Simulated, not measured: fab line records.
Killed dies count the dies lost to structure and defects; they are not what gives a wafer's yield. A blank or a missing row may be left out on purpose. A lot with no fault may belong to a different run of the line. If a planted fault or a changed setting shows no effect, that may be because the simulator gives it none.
fab line records	flow sky130
record lots=6	wafers=18	last-day=49
route steps=708 shown VIA3@587 METAL4@598 PAD_OPEN@708
lots that met no fault: from a run of the same line without faults
start-h: hours from the record's first day to the start of the lot's first wafer shown	wait-h: time in hours since the lot's previous step	" identical to the entry in the row above	L1.1+2: a single row standing in for several wafers	- value missing, or start not given	* or withheld: withheld	< > ~ a bound
route shown NAME@n: names a module that has steps shown in the file, with the first one's number in the route	usual: mean and standard deviation over wafers with no fault	same: alike in all rows	chamber/n: place in a boat	sites: each site's reading	_std_site: standard deviation of those values	_edge_site: outer sites' mean less inner sites'	radius-mm: for every site, how far away it sits from the centre of the wafer	mask NAME#n: copy n	behind: the tool/chamber that last shaped the wafer	hold: the reason the lot was held/the length of the hold in hours/how it ended	device: names the non-switching transistor (n, p or np)	end of line: the same wafers' tests at the end of the route	a step with no rows: only its recipe	killed: at the first sort, the dies lost to defects and structure; wafer yield is something else	map: dies across one wafer; x = killed, . = not, _ = none there
set.NAME: setting as actually run; set.NAME@STEP: the setting as run at that earlier step	model.NAME: the simulator's own value behind a step, which no gauge read
lots at selected steps of the route; one table per step, one row per wafer
services: a tool's chamber out of use, with start hour (start-h, from the record's first day; less than 0 if before it), hours out, and reason
## steps
# step SKY_VIA3_ETCH_14
# recipe chemistry=N2/H2	target=BARC	ion-energy-ev=200	source-w=500	bias-w=100	pressure-mtorr=30	n2-flow-sccm=100	h2-flow-sccm=200	stop-on=SiO2	time-s=45.9	target-depth-a=600
# step SKY_VIA3_ETCH_15
# recipe target=SiO2	chemistry=C4F8/O2/Ar	target-depth-nm=507	stop-on=TiN	mask-material=KrF-thick	source-w=1500	bias-w=1200	pressure-mtorr=40	c4f8-flow-sccm=withheld	O2_flow_sccm=6	Ar_flow_sccm=300	time-s=78
# usual oes-product-au=0.945/0.0045	rf-fwd-power-W=1489/5.3
lot.wafer	tool	chamber	start-h	wait-h	oes-product-au	rf-fwd-power-W
L295.2	rie-diel-02	3	923.35	0.0	0.938	1488
L295.4	"	0	"	"	0.954	1482
L295.6	"	0	"	"	0.949	1471
L296.1	rie-diel-02	2	937.16	0.0	0.942	1493
L296.3	"	1	"	"	0.950	1488
L296.6	"	0	"	"	0.936	1480
L298.3	rie-diel-02	3	947.75	0.0	0.944	1500
L298.4	"	0	"	"	0.948	1479
L298.6	"	0	"	"	0.953	1483
L309.2	rie-diel-03	2	1037.61	0.0	0.953	1492
L309.5	"	1	"	"	0.939	1486
L309.6	"	2	"	"	0.940	1496
L310.1	rie-diel-03	3	1040.16	0.0	0.940	1490
L310.3	"	1	"	"	0.944	1487
L310.4	"	2	"	"	0.943	1486
L311.2	rie-diel-02	1	1048.37	0.0	0.941	1487
L311.4	"	1	"	"	0.948	1483
L311.6	"	2	"	"	0.950	1480
# step SKY_VIA3_STRIP_16
# recipe chemistry=O2/N2	power-w=1400	pressure-mtorr=1500	platen-temp-c=withheld	o2-flow-sccm=3000	n2-flow-sccm=300	overash-fraction=0.5
# step SKY_VIA3_STRIP_17
# recipe chemistry=post-etch-residue-remover	time-s=1200	temp-c=72.5
# step SKY_VIA3_CLEAN_18
# recipe chemistry=IPA	time-s=180	temp-c=25
# step SKY_VIA3_CLEAN_19
# recipe chemistry=O3/DIW	dry=n2-spin
# step SKY_VIA3_SPUTTER_20
# recipe material=TiN	target-thk-nm=20	chamber-pressure-pa=5	power-w=4000	time-s=80
# usual cathode-dc-power-W=3999.9/0.68	throttle-valve-pct=29.6/0.85
lot.wafer	tool	chamber	start-h	wait-h	cathode-dc-power-W	throttle-valve-pct
L295.2	pvd-sputter-03	-	924.00	0.0	3999.9	29.8
L295.4	"	-	"	"	3999.3	30.1
L295.6	"	-	"	"	4000.4	28.8
L296.1	pvd-sputter-01	-	937.81	0.0	4000.3	28.8
L296.3	"	-	"	"	4000.0	28.6
L296.6	"	-	"	"	4001.1	28.7
L298.3	pvd-sputter-03	-	948.43	0.0	4000.4	29.7
L298.4	"	-	"	"	3999.1	28.9
L298.6	"	-	"	"	3999.0	29.6
L309.2	pvd-sputter-04	-	1038.26	0.0	4000.1	28.2
L309.5	"	-	"	"	4000.3	28.5
L309.6	"	-	"	"	4000.6	30.2
L310.1	pvd-sputter-01	-	1040.81	0.0	4000.5	29.4
L310.3	"	-	"	"	3999.3	28.9
L310.4	"	-	"	"	4000.0	30.8
L311.2	pvd-sputter-01	-	1049.06	0.0	4000.5	29.3
L311.4	"	-	"	"	4000.1	29.4
L311.6	"	-	"	"	4000.8	29.0
# step SKY_VIA3_CVD_21
# recipe material=W	target-thk-nm=390	time-s=117.31	temp-c=400	pressure-torr=40
# usual heater-power-w=840/58
lot.wafer	tool	chamber	start-h	wait-h	heater-power-w
L295.2	cvd-w-02	1	924.06	0.0	852
L295.4	"	0	"	"	902
L295.6	"	1	"	"	825
L296.1	cvd-w-02	1	937.87	0.0	852
L296.3	"	1	"	"	831
L296.6	"	1	"	"	822
L298.3	cvd-w-01	0	948.53	0.1	749
L298.4	"	1	"	"	865
L298.6	"	1	"	"	862
L309.2	cvd-w-02	1	1038.36	0.1	841
L309.5	"	1	"	"	852
L309.6	"	1	"	"	862
L310.1	cvd-w-02	1	1040.87	0.0	876
L310.3	"	1	"	"	843
L310.4	"	1	"	"	854
L311.2	cvd-w-02	0	1049.16	0.1	899
L311.4	"	0	"	"	929
L311.6	"	0	"	"	900
# step SKY_VIA3_RS_MEAS_22
# recipe thk-meas-gauge=four-point-probe	reads=W_of_VIA3_CVD_21+TiN_of_VIA3_SPUTTER_20
# usual VIA3_W_RS=0.296/0.0039
lot.wafer	tool	chamber	start-h	wait-h	VIA3_W_RS[ohm/sq]
L295.2	film-metro-04	-	924.20	0.1	0.295
L295.4	"	-	"	"	0.298
L295.6	"	-	"	"	0.298
L296.1	film-metro-04	-	937.99	0.1	0.294
L296.3	"	-	"	"	0.293
L296.6	"	-	"	"	0.295
L298.3	film-metro-03	-	948.65	0.1	0.287
L298.4	"	-	"	"	0.295
L298.6	"	-	"	"	0.293
L309.2	film-metro-02	-	1038.58	0.2	0.296
L309.5	"	-	"	"	0.297
L309.6	"	-	"	"	0.299
L310.1	film-metro-04	-	1041.11	0.2	0.298
L310.3	"	-	"	"	0.296
L310.4	"	-	"	"	0.300
L311.2	film-metro-02	-	1049.39	0.2	0.300
L311.4	"	-	"	"	0.296
L311.6	"	-	"	"	0.301
# step SKY_VIA3_THK_MEAS_23
# recipe thk-meas-gauge=xrf	reads=W_of_VIA3_CVD_21
# usual VIA3_W_THK=398/6.7
lot.wafer	tool	chamber	start-h	wait-h	VIA3_W_THK[nm]
L295.2	film-metro-04	-	924.31	0.1	393
L295.4	"	-	"	"	389
L295.6	"	-	"	"	391
L296.1	film-metro-04	-	938.11	0.1	399
L296.3	"	-	"	"	397
L296.6	"	-	"	"	395
L298.3	film-metro-03	-	948.75	0.1	405
L298.4	"	-	"	"	390
L298.6	"	-	"	"	395
L309.2	film-metro-02	-	1038.69	0.1	408
L309.5	"	-	"	"	407
L309.6	"	-	"	"	403
L310.1	film-metro-04	-	1041.23	0.1	391
L310.3	"	-	"	"	390
L310.4	"	-	"	"	392
L311.2	film-metro-02	-	1049.50	0.1	401
L311.4	"	-	"	"	406
L311.6	"	-	"	"	403
# step SKY_VIA3_CMP_24
# recipe stop-on=SiO2	t-overpolish-s=20	down-force-psi=3.5	platen-rpm=60	target-thk-nm=0	pad-velocity-m-s=0.94248
# usual edge-zone-pressure-frac=1.001/0.0044	motor-current-A=10.6/0.76	overpolish-run-s=20.000/0.011	time-to-endpoint-s=93/3.7
lot.wafer	tool	chamber	start-h	wait-h	edge-zone-pressure-frac	motor-current-A	overpolish-run-s	time-to-endpoint-s
L295.2	cmp-01	0	924.36	0.0	0.999	9.6	20.004	90
L295.4	"	3	"	"	1.002	11.2	20.012	93
L295.6	"	1	"	"	1.004	11.5	19.999	96
L296.3	cmp-01	1	938.17	0.0	0.991	10.2	20.000	104
L296.1	"	2	"	"	1.000	11.3	20.001	96
L296.6	"	2	"	"	1.002	11.3	20.009	95
L298.3	cmp-01	1	948.89	0.1	1.008	10.3	20.006	102
L298.4	"	2	"	"	1.005	11.9	20.003	99
L298.6	"	0	"	"	1.002	10.0	19.993	91
L309.2	cmp-01	2	1038.74	0.0	0.998	11.5	20.018	94
L309.6	"	2	"	"	0.996	11.9	19.989	94
L309.5	"	3	"	"	1.006	11.1	19.991	92
L310.1	cmp-01	3	1041.29	0.1	1.004	10.9	19.989	93
L310.3	"	0	"	"	0.993	9.4	20.003	89
L310.4	"	1	"	"	0.998	10.3	20.004	95
L311.4	cmp-02	2	1049.55	0.0	1.001	10.7	19.993	91
L311.2	"	3	"	"	1.004	10.0	20.018	93
L311.6	"	2	"	"	1.001	10.7	20.002	89
# step SKY_METAL4_SPUTTER_00
# recipe material=Ti	target-thk-nm=15	power-w=3000	time-s=10	chamber-pressure-pa=0.4
# usual cathode-dc-power-W=3000.0/0.59	throttle-valve-pct=29.4/0.8
lot.wafer	tool	chamber	start-h	wait-h	cathode-dc-power-W	throttle-valve-pct
L295.2	pvd-sputter-01	-	924.66	0.2	3000.2	29.0
L295.4	"	-	"	"	3000.0	28.9
L295.6	"	-	"	"	3000.0	28.4
L296.1	pvd-sputter-01	-	938.47	0.2	3000.5	28.8
L296.3	"	-	"	"	3000.2	28.8
L296.6	"	-	"	"	3000.4	28.5
L298.3	pvd-sputter-01	-	949.09	0.1	2999.9	29.4
L298.4	"	-	"	"	2999.3	31.0
L298.6	"	-	"	"	3000.0	29.0
L309.2	pvd-sputter-01	-	1039.04	0.2	2999.2	30.6
L309.5	"	-	"	"	2998.8	29.2
L309.6	"	-	"	"	3001.1	28.6
L310.1	pvd-sputter-02	-	1041.59	0.2	3000.0	29.7
L310.3	"	-	"	"	2999.4	29.6
L310.4	"	-	"	"	2999.8	28.3
L311.2	pvd-sputter-01	-	1049.85	0.2	3000.1	30.7
L311.4	"	-	"	"	3001.4	28.4
L311.6	"	-	"	"	3000.0	30.9
# step SKY_METAL4_SPUTTER_01
# recipe material=TiN	target-thk-nm=20	power-w=6500	time-s=16.7	chamber-pressure-pa=0.4
# usual cathode-dc-power-W=6499.9/1.1	throttle-valve-pct=29.4/0.75
lot.wafer	tool	chamber	start-h	wait-h	cathode-dc-power-W	throttle-valve-pct	model.TiN_of_METAL4_SPUTTER_01.thk-nm
L295.2	pvd-sputter-01	-	924.68	0.0	6498.6	29.0	20.02
L295.4	"	-	"	"	6500.3	29.2	20.16
L295.6	"	-	"	"	6500.1	28.4	20.23
L296.1	pvd-sputter-01	-	938.49	0.0	6497.5	28.7	19.82
L296.3	"	-	"	"	6500.1	29.1	26.5
L296.6	"	-	"	"	6500.3	28.7	19.94
L298.3	pvd-sputter-01	-	949.12	0.0	6501.4	29.1	26.34
L298.4	"	-	"	"	6499.9	30.9	19.52
L298.6	"	-	"	"	6499.0	29.2	26.56
L309.2	pvd-sputter-01	-	1039.07	0.0	6500.3	30.7	20.37
L309.5	"	-	"	"	6498.5	29.5	20.29
L309.6	"	-	"	"	6499.1	28.5	20.44
L310.1	pvd-sputter-02	-	1041.62	0.0	6500.7	30.0	20.26
L310.3	"	-	"	"	6499.8	29.7	20.31
L310.4	"	-	"	"	6499.8	28.3	20.05
L311.2	pvd-sputter-01	-	1049.87	0.0	6500.6	30.6	19.59
L311.4	"	-	"	"	6498.7	28.8	19.71
L311.6	"	-	"	"	6498.9	31.0	19.69
# step SKY_METAL4_SPUTTER_02
# recipe material=AlCu	target-thk-nm=735	power-w=10600	time-s=39.1	chamber-pressure-pa=0.4
# step SKY_PAD_OPEN_PROBE_99
# usual defect-limited-yield=82.4/1.8	killed_at_M0_to_M3=43/7.8	killed_at_M4_up=3.2/1.7	killed-at-contacts=24/5.2	killed-at-front-end=15/4.5	killed-at-other=0.4/0.65	killed-dies=87/9.1	killed-open=47/7.3	killed-short=40/6.5	sort_bin_3_pad_short=0.9/0.46	sort_bin_5_function=10.4/1.5	sort_bin_6_memory=6.3/1	sort-n-pass=405/9.1	sort-yield-pct=82.4/1.8
# same gross-dies=492	killed-at-back-side=0	sort_bin_4_leakage[%]=0	sort_bin_8_speed[%]=0
lot.wafer	tool	chamber	start-h	wait-h	defect-limited-yield[%]	killed_at_M0_to_M3	killed_at_M4_up	killed-at-contacts	killed-at-front-end	killed-at-other	killed-dies	killed-open	killed-short	sort_bin_3_pad_short[%]	sort_bin_5_function[%]	sort_bin_6_memory[%]	sort-n-pass	sort-yield-pct[%]
L309.2	prober-02	-	1163.58	0.1	81.3	45	4	25	18	0	92	51	41	1.2	10.8	6.7	400	81.3
L309.5	prober-02	-	1163.73	0.2	84.3	39	2	21	15	0	77	41	36	1.4	8.5	5.7	415	84.3
L309.6	prober-02	-	1163.78	0.2	80.9	60	3	16	15	0	94	42	52	1.6	9.3	8.1	398	80.9
# killed by level:class
L309.2 VIA1:geometric-particle:open=13 CONTACT:geometric-particle:open=11 VIA1:geometric-particle:short=7 FIELD_ISO:geometric-particle:short=6 FIELD_ISO:geometric-particle:open=6 VIA2:geometric-particle:open=6 VIA3:geometric-particle:open=6 LI_CONTACT:geometric-particle:open=5
L309.5 LI_CONTACT:geometric-particle:open=8 VIA1:geometric-particle:open=7 FIELD_ISO:geometric-particle:open=5 CONTACT:geometric-particle:open=5 METAL2:geometric-particle:short=5 POLY_GATE:geometric-particle:short=4 LI_CONTACT:geometric-particle:short=4 VIA2:geometric-particle:open=4
L309.6 VIA1:geometric-particle:open=13 CONTACT:geometric-particle:open=10 VIA1:geometric-particle:short=9 METAL2:geometric-particle:short=9 VIA3:geometric-particle:open=6 VIA2:geometric-particle:open=6 FIELD_ISO:geometric-particle:short=5 POLY_GATE:geometric-particle:short=5
## services
tool	chamber	start-h	hours	kind
cvd-w-01	-	904.18	14.0	pm
cvd-w-01	0	904.18	14.0	vent-cycle
cvd-w-01	1	904.18	14.0	vent-cycle
pvd-sputter-04	-	907.88	53.0	repair
cmp-02	-	912.00	4.0	pm
cmp-02	-	916.00	-	consumable-replace:conditioner
pvd-sputter-02	-	920.56	5.9	repair
cvd-w-01	-	937.25	0.7	repair
cmp-02	-	940.30	20.5	pm
cmp-01	-	960.99	6.4	pm
cmp-02	-	962.09	1.8	repair
cvd-w-02	-	969.65	1.5	repair
cmp-02	-	973.89	1.0	repair
pvd-sputter-04	-	976.82	2.6	repair
pvd-sputter-03	-	982.16	0.9	repair
cvd-w-02	-	1016.87	6.0	pm
pvd-sputter-04	-	1027.30	6.3	repair
cmp-01	-	1027.77	1.6	repair
cmp-02	-	1030.00	5.4	repair
cvd-w-02	0	1032.18	12.2	repair
cmp-02	-	1036.15	3.9	pm
cmp-02	-	1041.37	3.3	pm
rie-diel-02	0	1046.18	16.5	repair
cvd-w-02	1	1048.45	10.1	repair
## key
first-sign none at tools or gauges
model-effect step=SKY_METAL4_SPUTTER_01	value=TiN_of_METAL4_SPUTTER_01.thk-nm	without=19.83	struck=26.47
met-at SKY_METAL4_SPUTTER_01
struck-wafers L296.3,L298.3,L298.6
onset-between 924.68 938.49
fault kind=process-parameter-drift	tool=pvd-sputter-01	chamber=-	onset-h=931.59	steps=SKY_METAL4_SPUTTER_01	channel=target-thk-nm	offset=6.6337	shape=step	end-h=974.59	acts-in=these-recipes-only	stated=20	scope=struck-wafers-only
